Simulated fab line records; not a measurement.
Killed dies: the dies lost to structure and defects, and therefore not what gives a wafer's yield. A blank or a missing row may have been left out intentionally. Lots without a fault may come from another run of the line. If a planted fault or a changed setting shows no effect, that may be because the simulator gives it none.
The tool behind it: which one? | flow gf180mcu | Sampling: 6 lots, 18 wafers, 3 of 602 route steps

## WHAT THE GAUGES READ, wafer by wafer
GF_PSD_TW_MEAS_11.
lot  | measured     | on            | PSD_TW
L613 | day 15 21:28 | film_metro-04 | 3201 3201 3208
L617 | day 17 09:55 | film_metro-04 | 3196 3200 3216
L619 | day 18 00:35 | film_metro-03 | 3617 3633 3600
L621 | day 18 14:53 | film_metro-04 | 3225 3204 3220
L623 | day 20 09:30 | film_metro-04 | 3586 3607 3587
L631 | day 22 18:43 | film_metro-01 | 3180 3180 3172

## EACH LOT AND THE TOOL THAT RAN IT (in order: tool; ch and the chambers of the sampled wafers; start)
lot  | GF_PSD_IMPLANT_09               | GF_PSD_STRIP_10
L613 | implanter-04 ch 0, day 15 21:07 | plasma_asher-04 ch 1, day 15 21:22
L617 | implanter-04 ch 0, day 17 09:40 | plasma_asher-01 ch 0,1, day 17 09:49
L619 | implanter-03 ch 0, day 18 00:03 | plasma_asher-01 ch 0,1, day 18 00:30
L621 | implanter-02 ch 0, day 18 14:40 | plasma_asher-01 ch 0,1, day 18 14:48
L623 | implanter-03 ch 0, day 20 08:58 | plasma_asher-04 ch 0,1, day 20 09:25
L631 | implanter-02 ch 0, day 22 18:28 | plasma_asher-04 ch 0,1, day 22 18:37
- GF_PSD_IMPLANT_09
- GF_PSD_STRIP_10: strips in O2/N2.

## THE ANSWER, worked out from the rows above alone
Rule: the lots themselves supply what counts as usual. Put in order of their means at a reading, lots are off if they are a third of the lots or fewer, leave a main group of 4 or more, and stand apart from it by a gap of 3 or more times the standard deviation of the main group's means; of several such gaps the widest counts. A main group is skipped when, at the precision printed for the reading in the tables above, its means are all equal. Also off: a lot with no number at a reading for which 4 or more lots have one. The other lots that the step has rows for count as sound.
Off: at GF_PSD_TW_MEAS_11 (PSD_TW), L619, L623. Mean 3200 and standard deviation 14 in the main group.
If a tool, at a process step before that reading, ran all the lots that are off and no sound lot after the first of them, it fits. Those tools and the gauges at GF_PSD_TW_MEAS_11 are tried in the same way. One fits: implanter-03 at GF_PSD_IMPLANT_09. It ran no sound lot before its first lot that is off in this sample, so the start can't be narrowed down.

## WHAT THE SIMULATOR HAD INSERTED
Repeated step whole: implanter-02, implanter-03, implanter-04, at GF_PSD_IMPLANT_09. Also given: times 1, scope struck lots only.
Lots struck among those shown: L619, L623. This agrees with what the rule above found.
